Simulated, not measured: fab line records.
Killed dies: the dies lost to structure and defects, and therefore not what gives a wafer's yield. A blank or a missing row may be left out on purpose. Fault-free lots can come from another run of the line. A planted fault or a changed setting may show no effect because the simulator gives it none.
Comparing a struck lot with a sound one | flow gf180mcu | 29 out of 602 route steps
Sound: the wafers L130.3, L130.4, L130.5. Struck: wafer L122.3. (L122.5 of the same lot was not struck and is left out.) The cause comes at the end.
Order at every step that has rows: each side's tool, ch and its chambers, its first start. Under that, the readings that differ: sound wafers | struck wafers | difference of the means | sigmas: that difference in standard deviations of wafers without a fault.
alike: words and numbers the same on both sides, and readings whose means are apart by under 2 such deviations; not compared: readings that were withheld, readings missing a value for some wafer, numbers with overlapping values and no deviation given by the record, and bounds like >300 which may hide the same value.
A row with sigmas, a row that says differs or no value, or rows on one side alone: a step with any of these is where the two part. Numbers that don't overlap but have no deviation are shown without sigmas and don't part them. A reading missing from all wafers of one side parts the sides only when that side holds two or more wafers.

first, 3 steps without rows for these wafers: GF_PSD_EXPOSE_04 (exposes mask Pplus, target cd 400 nm); GF_PSD_PEB_05; GF_PSD_DEVELOP_06 (develop time 60 s).
GF_PSD_CD_MEAS_07 targets a cd of 400 nm.
  struck on cd_sem-02, day 17 08:15; sound on cd_sem-02, day 19 22:30
  alike: cd_nm
GF_PSD_OVL_MEAS_08:
  struck on overlay-02, day 17 08:20; sound on overlay-01, day 19 22:35
  alike: PSD_OVL
after that, 1 step had no rows for these wafers: GF_PSD_IMPLANT_09.
GF_PSD_STRIP_10: strips in O2/N2.
  sound on plasma_asher-01 ch 0,1, day 19 22:48; struck on plasma_asher-01 ch 1, day 17 08:33
  reading                      | sound             | struck | difference | sigmas
  strip_time_to_endpoint_s (s) | 16.50 16.49 16.48 | 16.57  | +0.08      | +2
  alike: drypump_motor_current_A, heater_power_w, oes_product_au
  not compared: rf_hours_counter_h
GF_PSD_TW_MEAS_11:
  struck on film_metro-04, day 17 08:38; sound on film_metro-03, day 19 22:53
  alike: PSD_TW
then, 1 step without rows for these wafers: GF_PSD_CLEAN_12 (cleans in SC1/SC2, time 150 s).
GF_PSD_RTA_13: time 20 s.
  sound on rtp_anneal-02 ch 0, day 19 23:00; struck on rtp_anneal-01 ch 0, day 17 08:46
  alike: lamp_power_pct, wafer_temp_C_max
GF_PSD_RS_MEAS_14: uses a four-point probe to measure.
  struck on film_metro-02, day 17 08:51; sound on film_metro-03, day 19 23:06
  alike: NSD_RS
GF_PSD_RS_MEAS_15: uses a four-point probe to measure.
  struck on film_metro-02, day 17 08:58; sound on film_metro-03, day 19 23:13
  alike: PSD_RS
GF_SAB_CVD_00: deposits SiO2 from TEOS, target thk 50 nm, time 4.9302 s.
  sound on pecvd-03 ch 0,1,2, day 19 23:18; struck on pecvd-02 ch 1, day 17 09:03
  reading                              | sound            | struck | difference | sigmas
  model.SiO2_of_SAB_CVD_00.thk_nm (nm) | 48.5 49.92 49.98 | 74.45  | +24.98     |
  alike: heater_power_w
GF_SAB_THK_MEAS_01:
  struck on film_metro-01, day 17 09:19; sound on film_metro-04, day 19 23:20
  reading             | sound          | struck | difference | sigmas
  SAB_CVD_00_THK (nm) | 48.5 50.0 50.0 | 74.4   | +24.9      | +40
  not compared: hold
then, 6 steps without rows for these wafers: GF_SAB_HMDS_03 (prime time 60 s); GF_SAB_COAT_04 (resist thk 1000 nm); GF_SAB_SOFTBAKE_05 (time 60 s); GF_SAB_EXPOSE_06 (exposes mask SAB, target cd 420 nm); GF_SAB_PEB_07; GF_SAB_DEVELOP_08 (develop time 60 s).
GF_SAB_CD_MEAS_09 targets a cd of 420 nm.
  struck on cd_sem-02, day 18 08:18; sound on cd_sem-02, day 20 23:11
  reading    | sound             | struck | difference | sigmas
  cd_nm (nm) | 422.2 422.8 423.8 | 415.7  | -7.2       | -3
GF_SAB_OVL_MEAS_10:
  struck on overlay-02, day 18 08:23; sound on overlay-02, day 20 23:16
  reading      | sound          | struck | difference | sigmas
  SAB_OVL (nm) | -1.3 -0.1 -0.6 | -3.7   | -3.0       | -2
GF_SAB_ETCH_11: etches SiO2 in C4F8/O2/Ar, target depth 55 nm, time 8.5 s.
  sound on rie_diel-02 ch 2,3, day 20 23:17; struck on rie_diel-02 ch 3, day 18 08:25
  alike: oes_product_au
then, 1 step without rows for these wafers: GF_SAB_WET_ETCH_12 (etches SiO2 in dHF, target depth 22 nm, time 440 s).
GF_SAB_STRIP_13: strips in O2/N2.
  sound on plasma_asher-03 ch 0,1, day 20 23:29; struck on plasma_asher-03 ch 1, day 18 08:36
  alike: drypump_motor_current_A, heater_power_w, oes_product_au, strip_time_to_endpoint_s
  not compared: rf_hours_counter_h
then, 1 step without rows for these wafers: GF_SALICIDE_CLEAN_00 (cleans in SC1/SC2, time 150 s).
GF_SALICIDE_WET_ETCH_01: etches SiO2 in dHF, target depth 5 nm, time 100 s.
  sound on wet_bench-01 ch 1, day 20 23:36; struck on wet_bench-03 ch 0, day 18 08:43
  reading                              | sound             | struck | difference | sigmas
  model.SiO2_of_SAB_CVD_00.thk_nm (nm) | 37.84 39.22 39.28 | 63.64  | +24.86     |
  alike: bath_heat_duty_pct
GF_SALICIDE_SPUTTER_02: material Co, target thk 10 nm, time 20 s.
  struck on pvd_sputter-01, day 18 08:45; sound on pvd_sputter-02, day 20 23:38
  alike: throttle_valve_pct
GF_PASSIVATION_PROBE_99:
  the record holds rows for the sound wafers here (prober-01, day 33 16:43) but none for the struck ones

WHERE THEY PART
At GF_PSD_STRIP_10 first; at GF_PASSIVATION_PROBE_99 last (within this record only).

WHY: whatever the simulator had introduced
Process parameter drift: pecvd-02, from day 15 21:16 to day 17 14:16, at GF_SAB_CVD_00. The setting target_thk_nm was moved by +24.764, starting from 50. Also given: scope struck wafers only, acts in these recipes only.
